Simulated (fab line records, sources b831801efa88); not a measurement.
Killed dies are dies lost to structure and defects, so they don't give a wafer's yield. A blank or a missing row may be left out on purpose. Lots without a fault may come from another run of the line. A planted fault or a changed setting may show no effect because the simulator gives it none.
fab line records | flow sky130
record lots=5 wafers=15 last_day=50
route steps=708 shown VIA1@461 METAL2@483 PAD_OPEN@708
lots that met no fault: from a run of the same line without faults
start_h: hours from the record's first day to the start of the lot's first wafer shown | wait_h: hours since the lot's step before | " the same as in the row above | L1.1+2: a row that stands for several wafers | - no value, or no start given | * or withheld: withheld | < > ~ a bound
route shown NAME@n: a module of which the file shows steps, and the number in the route of the first | usual: mean/standard deviation of fault-free wafers | same: alike in all rows | chamber/n: place in a boat | sites: the reading at each site | _std_site: their standard deviation | _edge_site: outer sites' mean less inner sites' | radius_mm: how far each site lies from the wafer's centre | mask NAME#n: copy n | behind: the tool/chamber that last shaped the wafer | hold: why the lot was held/for how many hours/how that ended | device: the transistor (n, p or np) that didn't switch | end of line: the same wafers' tests at the end of the route | a step without rows: its recipe alone | killed: dies lost to structure and defects at the first sort, not the wafer's yield | map: a wafer's dies, x killed, . not, _ none there
set.NAME: the setting as run; set.NAME@STEP: as run at that earlier step | model.NAME: the simulator's own value behind a step, which no gauge read
lots at some steps of the route; a table a step, a row a wafer
services: from which hour (start_h, from the record's first day; less than 0 if before it) a tool's chamber was out of use, for how many hours, and why
## steps
# step SKY_VIA1_BOW_MEAS_03
# recipe mode=bow
# usual VIA1_BOW=81/6.5
# columns lot.wafer tool chamber start_h wait_h VIA1_BOW[um]
L159.2 film_metro-01 - 797.65 0.2 69
L159.4 " - " " 80
L159.6 " - " " 63
L162.1 film_metro-03 - 806.79 0.1 84
L162.2 " - " " 77
L162.3 " - " " 67
L168.2 film_metro-03 - 848.71 0.1 80
L168.5 " - " " 79
L168.6 " - " " 90
L176.3 film_metro-03 - 906.80 0.2 81
L176.4 " - " " 85
L176.6 " - " " 87
L179.1 film_metro-01 - 941.00 0.2 81
L179.3 " - " " 88
L179.5 " - " " 77
# step SKY_VIA1_DEHYDRATE_04
# recipe temp_c=200 time_s=60
# step SKY_VIA1_HMDS_05
# recipe prime_time_s=60 prime_temp_c=120
# step SKY_VIA1_COAT_06
# recipe resist=BARC temp_c=withheld time_s=withheld spin_rpm=3000 resist_thk_nm=60
# step SKY_VIA1_COAT_07
# recipe resist=KrF-thick spin_rpm=3000 resist_thk_nm=450
# step SKY_VIA1_SOFTBAKE_08
# recipe temp_c=100 time_s=90 resist=KrF-thick
# step SKY_VIA1_EXPOSE_09
# recipe mask_id=VIM na=0.8 source_shape=annular sigma_inner=0.55 sigma_outer=0.85 target_cd_nm=150 dose_mj=38
# step SKY_VIA1_PEB_10
# recipe peb_temp_c=withheld peb_time_s=withheld resist=KrF-thick
# step SKY_VIA1_DEVELOP_11
# recipe develop_time_s=60 resist=KrF-thick dev_temp_c=21
# step SKY_VIA1_CD_MEAS_12
# recipe target_cd_nm=150
# usual cd_nm=149.6/1.9
# columns lot.wafer tool chamber start_h wait_h cd_nm
L159.2 cd_sem-01 - 823.62 - 148.7
L159.4 " - " " 148.0
L159.6 " - " " 148.0
L162.1 cd_sem-02 - 833.40 - 144.3
L162.2 " - " " 147.5
L162.3 " - " " 146.2
L168.2 cd_sem-01 - 875.11 - 147.6
L168.5 " - " " 147.0
L168.6 " - " " 147.4
L176.3 cd_sem-02 - 931.48 - 151.4
L176.4 " - " " 150.3
L176.6 " - " " 150.1
L179.1 cd_sem-01 - 965.71 - 150.0
L179.3 " - " " 151.7
L179.5 " - " " 150.7
# step SKY_VIA1_OVL_MEAS_13
# usual VIA1_OVL=-2/5.7
# columns lot.wafer tool chamber start_h wait_h VIA1_OVL[nm]
L159.2 overlay-01 - 823.73 0.1 4
L159.4 " - " " 2
L159.6 " - " " 1
L162.1 overlay-01 - 833.52 0.1 -7
L162.2 " - " " -10
L162.3 " - " " -8
L168.2 overlay-02 - 875.22 0.1 7
L168.5 " - " " 7
L168.6 " - " " 7
L176.3 overlay-02 - 931.58 0.1 -7
L176.4 " - " " 1
L176.6 " - " " 2
L179.1 overlay-02 - 965.83 0.1 -1
L179.3 " - " " -8
L179.5 " - " " -6
# step SKY_VIA1_ETCH_14
# recipe chemistry=N2/H2 target=BARC ion_energy_ev=200 source_w=500 bias_w=100 pressure_mtorr=30 n2_flow_sccm=100 h2_flow_sccm=200 stop_on=SiO2 time_s=45.9 target_depth_a=600
# usual drypump_motor_current_A=6.0/0.43 oes_product_au=0.854/0.0047 rf_fwd_power_W=495.5/2.5 throttle_valve_pct=13.224/0.0095
# columns lot.wafer tool chamber start_h wait_h drypump_motor_current_A oes_product_au rf_fwd_power_W rf_hours_counter_h throttle_valve_pct
L159.2 rie_diel-03 2 823.76 0.0 6.6 0.852 494.5 15 13.242
L159.4 " 1 " " 5.9 0.858 497.4 - 13.222
L159.6 " 2 " " 6.6 0.849 496.5 - 13.225
L162.1 rie_diel-03 3 833.56 0.0 5.6 0.851 492.8 0 13.213
L162.2 " 2 " " 6.6 0.857 498.6 15 13.221
L162.3 " 1 " " 5.9 0.849 499.0 1 13.217
L168.2 rie_diel-03 2 875.25 0.0 6.6 0.859 498.8 16 13.214
L168.5 " 2 " " 6.6 0.852 497.0 - 13.230
L168.6 " 3 " " 5.7 0.851 495.2 - 13.217
L176.3 rie_diel-01 1 931.60 0.0 6.7 0.853 491.2 6 13.216
L176.4 " 3 " " 5.5 0.858 496.2 22 13.232
L176.6 " 1 " " 6.7 0.854 491.9 - 13.234
L179.1 rie_diel-02 3 965.86 0.0 5.6 0.851 497.1 16 13.217
L179.3 " 2 " " 6.2 0.838 496.1 13 13.233
L179.5 " 2 " " 6.3 0.843 497.3 - 13.223
# step SKY_VIA1_ETCH_15
# recipe target=SiO2 chemistry=C4F8/O2/Ar target_depth_nm=351 stop_on=TiN mask_material=KrF-thick source_w=1500 bias_w=1200 pressure_mtorr=40 c4f8_flow_sccm=withheld O2_flow_sccm=6 Ar_flow_sccm=300 time_s=54
# usual oes_product_au=0.981/0.0056 rf_fwd_power_W=1488/6.3
# columns lot.wafer tool chamber start_h wait_h oes_product_au rf_fwd_power_W rf_hours_counter_h model.etch.depth_nm model.VIA1.feature_depth_nm model.KrF-thick_of_VIA1_COAT_07.thk_nm
L159.2 rie_diel-03 2 823.80 0.0 0.982 1492 15 343.2 343.2 327.2
L159.4 " 1 " " 0.979 1493 - 345.2 345.2 323.7
L159.6 " 2 " " 0.987 1496 - 344.4 344.4 326.4
L162.1 rie_diel-03 3 833.60 0.0 0.983 1490 0 346.1 346.1 321.1
L162.2 " 2 " " 0.980 1490 15 345.4 345.4 323.2
L162.3 " 1 " " 0.981 1482 1 343.6 343.6 323
L168.2 rie_diel-03 2 875.29 0.0 0.979 1482 16 344.2 344.2 324
L168.5 " 2 " " 0.972 1490 - 346.1 346.1 325.6
L168.6 " 3 " " 0.845 1486 - 261.8 261.8 341.6
L176.3 rie_diel-01 1 931.64 0.0 0.984 1482 6 345.9 345.9 321.4
L176.4 " 3 " " 0.977 1484 22 344.7 344.7 320.1
L176.6 " 1 " " 0.983 1480 - 345.2 345.2 322.4
L179.1 rie_diel-02 3 965.90 0.0 0.985 1491 16 344.9 344.9 324.3
L179.3 " 2 " " 0.985 1493 13 344.5 344.5 322.8
L179.5 " 2 " " 0.972 1494 - 344.6 344.6 322.9
# step SKY_VIA1_STRIP_16
# recipe chemistry=O2/N2 power_w=1400 pressure_mtorr=1500 platen_temp_c=withheld o2_flow_sccm=3000 n2_flow_sccm=300 overash_fraction=0.5
# usual drypump_motor_current_A=5.71/0.29 oes_product_au=0.416/0.0046 strip_time_to_endpoint_s=4.458/0.02
# columns lot.wafer tool chamber start_h wait_h drypump_motor_current_A oes_product_au rf_hours_counter_h strip_time_to_endpoint_s
L159.2 plasma_asher-01 1 823.85 0.0 6.32 0.415 68 4.513
L159.4 " 0 " " 5.83 0.422 - 4.472
L159.6 " 0 " " 5.83 0.420 - 4.505
L162.1 plasma_asher-02 0 833.65 0.0 5.48 0.422 39 4.444
L162.2 " 1 " " 5.38 0.413 39 4.454
L162.3 " 0 " " 5.47 0.416 - 4.466
L168.2 plasma_asher-04 0 875.34 0.0 5.60 0.410 107 4.472
L168.5 " 1 " " 5.93 0.413 - 4.491
L168.6 " 0 " " 5.61 0.429 - 4.647
L176.3 plasma_asher-02 0 931.72 0.1 5.47 0.413 - 4.427
L176.4 " 1 " " 5.37 0.415 - 4.410
L176.6 " 1 " " 5.36 0.423 - 4.472
L179.1 plasma_asher-02 1 965.95 0.0 5.39 0.416 53 4.473
L179.3 " 1 " " 5.40 0.416 - 4.456
L179.5 " 0 " " 5.48 0.417 - 4.472
# step SKY_VIA1_STRIP_17
# recipe chemistry=post_etch_residue_remover time_s=1200 temp_c=72.5
# step SKY_VIA1_CLEAN_18
# recipe chemistry=IPA time_s=180 temp_c=25
# step SKY_VIA1_CLEAN_19
# recipe chemistry=O3/DIW dry=n2_spin
# step SKY_VIA1_SPUTTER_20
# recipe material=TiN target_thk_nm=20 chamber_pressure_pa=5 power_w=4000 time_s=80
# usual throttle_valve_pct=30.0/1.3
# columns lot.wafer tool chamber start_h wait_h throttle_valve_pct
L159.2 pvd_sputter-01 - 824.52 0.0 27.9
L159.4 " - " " 31.1
L159.6 " - " " 27.8
L162.1 pvd_sputter-01 - 834.28 0.0 28.1
L162.2 " - " " 31.1
L162.3 " - " " 28.4
L168.2 pvd_sputter-01 - 875.97 0.0 30.9
L168.5 " - " " 28.1
L168.6 " - " " 30.9
L176.3 pvd_sputter-01 - 932.28 0.0 31.3
L176.4 " - " " 28.0
L176.6 " - " " 31.4
L179.1 pvd_sputter-01 - 966.54 0.0 27.8
L179.3 " - " " 30.1
L179.5 " - " " 27.8
# step SKY_VIA1_CVD_21
# recipe material=W target_thk_nm=270 time_s=80.902 temp_c=400 pressure_torr=40
# usual heater_power_w=837/42
# columns lot.wafer tool chamber start_h wait_h heater_power_w since_wet_clean_h
L159.2 cvd_w-01 0 824.58 0.0 822 421
L159.4 " 1 " " 873 -
L159.6 " 1 " " 870 -
L162.1 cvd_w-01 0 834.34 0.0 824 430
L162.2 " 1 " " 877 430
L162.3 " 1 " " 857 -
L168.2 cvd_w-01 1 876.03 0.0 845 472
L168.5 " 1 " " 856 -
L168.6 " 0 " " 855 -
L176.3 cvd_w-02 0 932.37 0.1 737 -
L176.4 " 1 " " 876 -
L176.6 " 0 " " 759 -
L179.1 cvd_w-01 0 966.60 0.0 861 563
L179.3 " 1 " " 890 -
L179.5 " 1 " " 862 -
# step SKY_VIA1_CMP_24
# recipe stop_on=SiO2 t_overpolish_s=15 down_force_psi=3.5 platen_rpm=60 target_thk_nm=0 pad_velocity_m_s=0.94248
# usual edge_zone_pressure_frac=1.000/0.0049 motor_current_A=11.1/1.2
# columns lot.wafer tool chamber start_h wait_h edge_zone_pressure_frac motor_current_A
L159.4 cmp-01 0 824.85 0.0 1.008 12.7
L159.2 " 3 " " 1.000 8.5
L159.6 " 0 " " 0.997 12.5
L162.3 cmp-01 0 834.62 0.0 0.995 12.8
L162.1 " 1 " " 1.000 11.8
L162.2 " 3 " " 0.997 8.9
L168.2 cmp-01 0 876.30 0.0 1.001 13.1
L168.5 " 0 " " 1.007 12.9
L168.6 " 1 " " 0.998 11.6
L176.3 cmp-02 1 932.66 0.1 1.000 11.6
L176.4 " 3 " " 1.000 10.6
L176.6 " 0 " " 0.998 10.4
L179.1 cmp-02 3 966.88 0.1 1.003 11.9
L179.3 " 0 " " 1.002 9.5
L179.5 " 0 " " 1.001 9.9
# step SKY_METAL2_SPUTTER_00
# recipe material=Ti target_thk_nm=15 power_w=3000 time_s=10 chamber_pressure_pa=0.4
# usual throttle_valve_pct=30.0/1.5
# columns lot.wafer tool chamber start_h wait_h throttle_valve_pct
L159.2 pvd_sputter-04 - 825.15 0.1 28.4
L159.4 " - " " 30.6
L159.6 " - " " 32.0
L162.1 pvd_sputter-04 - 834.92 0.2 31.2
L162.2 " - " " 32.1
L162.3 " - " " 28.3
L168.2 pvd_sputter-02 - 876.60 0.2 31.7
L168.5 " - " " 27.4
L176.3 pvd_sputter-02 - 932.91 0.2 30.6
L176.4 " - " " 27.7
L176.6 " - " " 30.6
L179.1 pvd_sputter-02 - 967.18 0.2 30.0
L179.3 " - " " 30.6
L179.5 " - " " 31.6
# step SKY_METAL2_SPUTTER_01
# recipe material=TiN target_thk_nm=20 power_w=6500 time_s=16.7 chamber_pressure_pa=0.4
# usual throttle_valve_pct=30.0/1.4
# columns lot.wafer tool chamber start_h wait_h throttle_valve_pct
L159.2 pvd_sputter-04 - 825.18 0.0 28.4
L159.4 " - " " 30.5
L159.6 " - " " 31.9
L162.1 pvd_sputter-04 - 834.94 0.0 31.2
L162.2 " - " " 32.1
L162.3 " - " " 28.2
L168.2 pvd_sputter-02 - 876.63 0.0 31.3
L168.5 " - " " 27.7
L176.3 pvd_sputter-02 - 932.94 0.0 30.5
L176.4 " - " " 27.6
L176.6 " - " " 30.4
L179.1 pvd_sputter-02 - 967.20 0.0 29.8
L179.3 " - " " 30.7
L179.5 " - " " 31.3
# step SKY_METAL2_SPUTTER_02
# recipe material=AlCu target_thk_nm=250 power_w=10600 time_s=13.3 chamber_pressure_pa=0.4
# usual throttle_valve_pct=30.0/1.5
# columns lot.wafer tool chamber start_h wait_h throttle_valve_pct
L159.2 pvd_sputter-04 - 825.20 0.0 28.1
L159.4 " - " " 30.5
L159.6 " - " " 32.3
L162.1 pvd_sputter-04 - 834.96 0.0 31.2
L162.2 " - " " 32.0
L162.3 " - " " 28.4
L168.2 pvd_sputter-02 - 876.65 0.0 31.4
L168.5 " - " " 27.6
L176.3 pvd_sputter-02 - 932.96 0.0 30.3
L176.4 " - " " 27.8
L176.6 " - " " 30.3
L179.1 pvd_sputter-02 - 967.22 0.0 29.8
L179.3 " - " " 30.3
L179.5 " - " " 31.5
# step SKY_PAD_OPEN_PROBE_99
# columns lot.wafer tool chamber start_h wait_h model.etest.nfet_01v8_swapped.open model.etest.nfet_g5v0d10v5.under_floor model.etest.cap_li_to_well.open model.etest.poly_comb.under_floor model.etest.field_p.open model.etest.sram_pfet_latch.under_floor model.etest.licon_ndiff.open model.etest.sonos_programmed.under_floor
L159.2+4+6 prober-01 - 1095.62 0.1 0 0 0 0 0 0 0 0
L162.1+2+3 prober-02 - 1103.59 0.1 0 0 0 0 0 0 0 0
L168.2+5 prober-01 - 1140.17 0.1 0 0 0 0 0 0 0 0
L168.6 prober-01 - 1140.37 0.2 1 1 1 1 1 1 1 1
L176.3+4+6 prober-02 - 1174.70 0.2 0 0 0 0 0 0 0 0
L179.1+3+5 prober-02 - 1204.32 0.1 0 0 0 0 0 0 0 0
# killed by level:class
L159.2 CONTACT:geometric_particle:open=13 VIA3:geometric_particle:open=10 VIA1:geometric_particle:open=10 LI_CONTACT:geometric_particle:open=9 CONTACT:geometric_particle:short=6 FIELD_ISO:geometric_particle:short=5 VIA2:geometric_particle:open=5 LOCAL_INTERCONNECT:geometric_particle:short=4
L159.4 CONTACT:geometric_particle:open=10 LI_CONTACT:geometric_particle:open=8 FIELD_ISO:geometric_particle:open=7 FIELD_ISO:geometric_particle:short=7 VIA1:geometric_particle:open=5 VIA2:geometric_particle:open=4 CONTACT:geometric_particle:short=4 POLY_GATE:geometric_particle:short=3
L159.6 VIA1:geometric_particle:open=9 LI_CONTACT:geometric_particle:open=6 CONTACT:geometric_particle:open=5 METAL2:geometric_particle:short=5 VIA2:geometric_particle:open=5 CONTACT:geometric_particle:short=4 VIA2:geometric_particle:short=4 LOCAL_INTERCONNECT:geometric_particle:short=3
L162.1 VIA1:geometric_particle:open=9 VIA2:geometric_particle:open=8 LI_CONTACT:geometric_particle:open=7 CONTACT:geometric_particle:open=5 METAL2:geometric_particle:short=5 LOCAL_INTERCONNECT:geometric_particle:short=4 METAL3:geometric_particle:short=4 METAL1:geometric_particle:short=4
L162.2 CONTACT:geometric_particle:open=9 VIA1:geometric_particle:open=8 METAL1:geometric_particle:short=7 METAL4:geometric_particle:short=6 VIA2:geometric_particle:open=5 VIA3:geometric_particle:open=5 POLY_GATE:geometric_particle:open=4 LI_CONTACT:geometric_particle:open=4
L162.3 VIA1:geometric_particle:open=13 LI_CONTACT:geometric_particle:open=9 CONTACT:geometric_particle:open=8 VIA3:geometric_particle:short=6 VIA3:geometric_particle:open=5 FIELD_ISO:geometric_particle:short=4 POLY_GATE:geometric_particle:open=4 LI_CONTACT:geometric_particle:short=4
L176.3 LI_CONTACT:geometric_particle:open=9 VIA1:geometric_particle:open=9 METAL2:geometric_particle:short=6 VIA1:geometric_particle:short=6 METAL3:geometric_particle:short=6 VIA3:geometric_particle:open=6 CONTACT:geometric_particle:open=5 VIA2:geometric_particle:open=5
L176.4 CONTACT:geometric_particle:open=10 VIA1:geometric_particle:open=10 VIA3:geometric_particle:open=8 CONTACT:geometric_particle:short=7 METAL1:geometric_particle:short=7 VIA1:geometric_particle:short=6 LI_CONTACT:geometric_particle:short=5 METAL2:geometric_particle:short=5
L176.6 VIA1:geometric_particle:open=12 LI_CONTACT:geometric_particle:open=8 VIA2:geometric_particle:open=8 VIA3:geometric_particle:open=7 CONTACT:geometric_particle:open=7 METAL4:geometric_particle:short=5 POLY_GATE:geometric_particle:short=3 LOCAL_INTERCONNECT:geometric_particle:short=3
L179.1 VIA1:geometric_particle:open=9 LI_CONTACT:geometric_particle:open=6 CONTACT:geometric_particle:open=6 METAL1:geometric_particle:short=6 LOCAL_INTERCONNECT:geometric_particle:short=5 VIA2:geometric_particle:short=5 VIA3:geometric_particle:open=5 POLY_GATE:geometric_particle:open=4
L179.3 VIA1:geometric_particle:open=11 CONTACT:geometric_particle:open=11 VIA2:geometric_particle:open=8 FIELD_ISO:geometric_particle:short=6 VIA3:geometric_particle:open=6 LI_CONTACT:geometric_particle:open=6 VIA3:geometric_particle:short=6 METAL2:geometric_particle:short=5
L179.5 LI_CONTACT:geometric_particle:open=12 CONTACT:geometric_particle:open=11 VIA1:geometric_particle:open=8 METAL1:geometric_particle:short=7 VIA3:geometric_particle:open=7 VIA2:geometric_particle:open=7 FIELD_ISO:geometric_particle:open=5 VIA2:geometric_particle:short=4
## services
# columns tool chamber start_h hours kind
rie_diel-02 - 800.73 1.5 repair
plasma_asher-01 - 806.03 1.4 repair
pvd_sputter-04 - 814.13 1.9 repair
rie_diel-01 3 814.97 6.0 repair
cmp-02 - 823.24 1.2 repair
rie_diel-01 2 837.97 30.5 repair
rie_diel-02 0 838.67 5.3 repair
rie_diel-03 2 844.74 7.2 repair
cmp-01 - 850.40 16.3 repair
cvd_w-02 - 862.06 4.0 repair
cmp-01 - 863.52 0.5 repair
cmp-02 - 863.59 28.5 repair
rie_diel-01 - 865.71 1.4 repair
cmp-01 - 870.21 1.0 repair
pvd_sputter-04 - 880.64 1.4 repair
cmp-02 - 888.51 0.8 repair
cmp-01 - 892.12 3.5 pm
rie_diel-03 3 903.40 5.8 repair
cmp-01 - 912.00 4.0 pm
rie_diel-03 3 928.73 6.3 repair
cvd_w-01 - 932.08 0.4 repair
rie_diel-02 3 941.08 1.9 repair
pvd_sputter-01 - 943.34 2.3 repair
rie_diel-03 - 950.76 1.1 repair
## key
first_sign step=SKY_VIA1_ETCH_15 reading=oes_product_au direction=down sigmas=24 usual=0.981 struck=0.845
effect step=SKY_VIA1_STRIP_16 reading=strip_time_to_endpoint_s direction=up sigmas=9.7 usual=* struck=*
effect step=SKY_METAL2_SPUTTER_00 reading=visit direction=missing
effect step=SKY_METAL2_SPUTTER_01 reading=visit direction=missing
effect step=SKY_METAL2_SPUTTER_02 reading=visit direction=missing
model_effect step=SKY_VIA1_ETCH_15 value=etch.depth_nm without=346.1 struck=261.8
model_effect step=SKY_PAD_OPEN_PROBE_99 value=etest.nfet_01v8_swapped.open without=0 struck=1
met_at SKY_VIA1_ETCH_15
struck_wafers L168.6
later_rows_left_out L168.6
sort_left_out L168.6
onset_between 833.60 875.29
fault kind=process_parameter_drift tool=rie_diel-03 chamber=3 onset_h=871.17 steps=SKY_VIA1_ETCH_15 channel=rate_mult offset=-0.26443 shape=step end_h=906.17
# sort_left_out: the simulated sort isn't trusted on such a fault, so these wafers' sort isn't shown, and their yield isn't known
# later_rows_left_out: the simulator's readings of these wafers behind a module that went badly wrong aren't trusted and aren't shown, but for the sort
